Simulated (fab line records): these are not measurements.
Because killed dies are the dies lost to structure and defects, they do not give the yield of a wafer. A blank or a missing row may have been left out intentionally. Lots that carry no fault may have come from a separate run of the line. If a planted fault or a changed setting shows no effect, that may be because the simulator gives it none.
Comparing a struck lot with a sound one / flow sky130 / 15 steps out of a route of 708
Sound: these wafers, L206.4, L206.5, L206.6. Struck: wafer L223.6 (L223.1, L223.3, from the same lot, were not struck and are left out); the cause is given at the end.
Order at every step that has rows: each side's tool, ch and its chambers, its first start. Under that, the readings that differ: sound wafers / struck wafers / difference of the means / sigmas: that difference in standard deviations of wafers without a fault.
alike: same words and numbers on both sides, and readings whose means sit less than 2 such deviations apart. not compared: any withheld reading, any reading some wafer has no value for, any bound like >300 that may hide the same value, and any number with overlapping values for which the record gives no deviation.
The two part at a step that has a row with sigmas, a row that says differs or no value, or rows on one side only. Numbers that don't overlap but have no deviation are shown without sigmas and don't part them. A reading that every wafer of one side lacks parts them only if that side has two wafers or more.

first, 5 steps without rows for these wafers: SKY_LI_CONTACT_COAT_07 (resist thk 450 nm); SKY_LI_CONTACT_SOFTBAKE_08 (time 90 s); SKY_LI_CONTACT_EXPOSE_09 (exposes mask LICM1, target cd 170 nm); SKY_LI_CONTACT_PEB_10; SKY_LI_CONTACT_DEVELOP_11 (develop time 60 s).
SKY_LI_CONTACT_CD_MEAS_12: target cd 170 nm.
  sound: cd sem-01 at day 29 15:34; struck: cd sem-01 at day 35 13:23
  alike: cd nm
SKY_LI_CONTACT_OVL_MEAS_13:
  sound: overlay-02 at day 29 15:39; struck: overlay-01 at day 35 13:30
  alike: LI_CONTACT_OVL
SKY_LI_CONTACT_ETCH_14: etches BARC in N2/H2, stops on SiO2, time 45.9 s, target depth 60 nm.
  sound on rie diel-02 ch 0,3, day 29 15:40; struck on rie diel-02 ch 1, day 35 13:32
  alike: drypump motor current A, oes product au, throttle valve pct
  not compared: rf hours counter h
SKY_LI_CONTACT_ETCH_15: etches PSG in C4F8/O2/Ar, stops on Si, target depth 600 nm.
  sound on rie diel-02 ch 0,3, day 29 15:43; struck on rie diel-02 ch 1, day 35 13:34
  alike: oes product au
SKY_LI_CONTACT_STRIP_16: strips in O2/N2.
  sound on plasma asher-03 ch 0,1, day 29 15:50; struck on plasma asher-01 ch 1, day 35 13:40
  alike: drypump motor current A, oes product au, strip time to endpoint s
  not compared: rf hours counter h
then, 2 steps without rows for these wafers: SKY_LI_CONTACT_CLEAN_17 (cleans in NMP, time 600 s); SKY_LI_CONTACT_PRE_CLEAN_18 (time 5.6 s).
SKY_LI_CONTACT_SPUTTER_19: material Ti, target thk 20 nm, time 106.37 s.
  sound: pvd sputter-02 at day 29 16:06; struck: pvd sputter-01 at day 35 13:57
reading=model.Ti_of_LI_CONTACT_SPUTTER_19.thk nm (nm); sound=19.94 20.01 20.1; struck=15.44; difference=-4.58; sigmas=
  alike: cathode dc power W, substrate temp c, throttle valve pct
SKY_LI_CONTACT_SPUTTER_20: material TiN, target thk 20 nm, time 80 s.
  sound: pvd sputter-02 at day 29 16:11; struck: pvd sputter-01 at day 35 14:02
  alike: cathode dc power W, throttle valve pct
-- a jump in the record: the struck wafers' starts before and after are 15 days apart (it breaks off in module LI_CONTACT and resumes in module PAD_OPEN, where the first step shown is number 708 of the route) --
SKY_PAD_OPEN_PROBE_99:
  sound: prober-01 at day 46 05:39; struck: prober-02 at day 50 08:51
reading=killed short; sound=52 42 41; struck=30; difference=-15; sigmas=-2
reading=model.etest.licon ndiff.rc ohm; sound=182.6 188.6 184.4; struck=198.2; difference=+13.0; sigmas=
reading=model.etest.licon poly.rc ohm; sound=155 152.7 153; struck=167.3; difference=+13.7; sigmas=
  alike: killed_at_M0_to_M3, killed_at_M4_up, killed at contacts, killed at front end, killed at other, killed dies, killed open

== WHERE THEY PART ==
SKY_PAD_OPEN_PROBE_99 only, going by this record.

WHY: the cause the simulator had injected
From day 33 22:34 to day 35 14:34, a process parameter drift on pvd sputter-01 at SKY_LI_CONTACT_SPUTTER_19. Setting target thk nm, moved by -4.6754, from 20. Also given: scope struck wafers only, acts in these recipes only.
